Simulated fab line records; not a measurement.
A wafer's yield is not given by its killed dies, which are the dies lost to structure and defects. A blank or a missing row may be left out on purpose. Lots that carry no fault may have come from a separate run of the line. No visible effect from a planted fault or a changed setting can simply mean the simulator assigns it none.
The same fault as seen by 2 desks / flow gf180mcu / every desk sees just its own numbers, and what lay behind them comes last

== AT THE TOOL OWNER'S DESK: implanter-03 ==
GF_MVSD_IMPLANT_09, tool's own readings: per-lot mean of the sampled wafers with a number, covering each lot this tool ran. The brackets show how far a lot's mean lies from the usual mean; more than 4 standard deviations puts the lot out of limits, marked OUT.
Columns: A = dose_ions_cm2 at GF_MVSD_IMPLANT_09, usual 5e+12; B = faraday_current_uA at GF_MVSD_IMPLANT_09, usual 28.2
lot=L618; first seen here=day 5 15:47; A=5e+12; B=27.8
lot=L624; first seen here=day 7 05:22; A=3e+12 (-99 or more) OUT; B=17.3 (-18) OUT
lot=L625; first seen here=day 7 09:46; A=3e+12 (-99 or more) OUT; B=17.2 (-19) OUT
Finding of this desk: L624, L625 out of limits; the first was L624 at day 7 05:22, on dose_ions_cm2 at GF_MVSD_IMPLANT_09. In limits: L618.

== METROLOGY DESK ==
What the gauges read, lot by lot, whatever tool the lot ran on: means of the sampled wafers that have a number. The brackets show how far a lot's mean lies from the usual mean; more than 4 standard deviations puts the lot out of limits, marked OUT.
Columns: A = MVSD_RS at GF_VT_IMPLANT_RS_MEAS_46, usual 456.6 ohm/sq; B = CONTACT_W_RS at GF_CONTACT_RS_MEAS_25, usual 0.383 ohm/sq
lot=L613; first seen here=day 7 13:43; A=457.2; B=0.383
lot=L614; first seen here=day 7 18:27; A=455.2; B=0.387
lot=L615; first seen here=day 8 01:51; A=455.2; B=0.385
lot=L616; first seen here=day 8 09:31; A=455.2; B=0.386
lot=L618; first seen here=day 8 22:44; A=457.0; B=0.388
lot=L619; first seen here=day 9 05:25; A=457.0; B=0.385
lot=L620; first seen here=day 9 13:37; A=456.3; B=0.384
lot=L624; first seen here=day 10 18:14; A=490.6 (+31) OUT; B=0.383
lot=L625; first seen here=day 10 22:37; A=491.5 (+32) OUT; B=0.378
lot=L629; first seen here=day 11 23:05; A=456.5; B=0.383
lot=L634; first seen here=day 13 04:29; A=456.7; B=0.381
lot=L635; first seen here=day 13 12:40; A=455.0; B=0.377
lot=L636; first seen here=day 13 19:32; A=455.5; B=0.384
This desk reports L624, L625 out of limits; the earliest was L624 at day 10 18:14 (MVSD_RS at GF_VT_IMPLANT_RS_MEAS_46). In limits: L613, L614, L615, L616, L618, L619, L620, L629, L634, L635, L636.

== PUT TOGETHER ==
On L624, L625, at day 7 05:22, an alarm was possible from the tool owner's desk.
L624, L625 would have let the metrology desk raise an alarm at day 10 18:14.
Of the lots named, all ran GF_MVSD_IMPLANT_09 on implanter-03.

== WHAT WAS PUT IN BY THE SIMULATOR ==
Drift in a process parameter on implanter-03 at GF_MVSD_IMPLANT_09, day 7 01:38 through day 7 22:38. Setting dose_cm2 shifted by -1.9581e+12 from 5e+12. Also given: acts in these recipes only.
Shown lots that were struck: L624, L625.
Delay (hours) between the fault's onset and each desk's first out-of-limits reading: 4 at the tool owner's desk, 89 at the metrology desk.
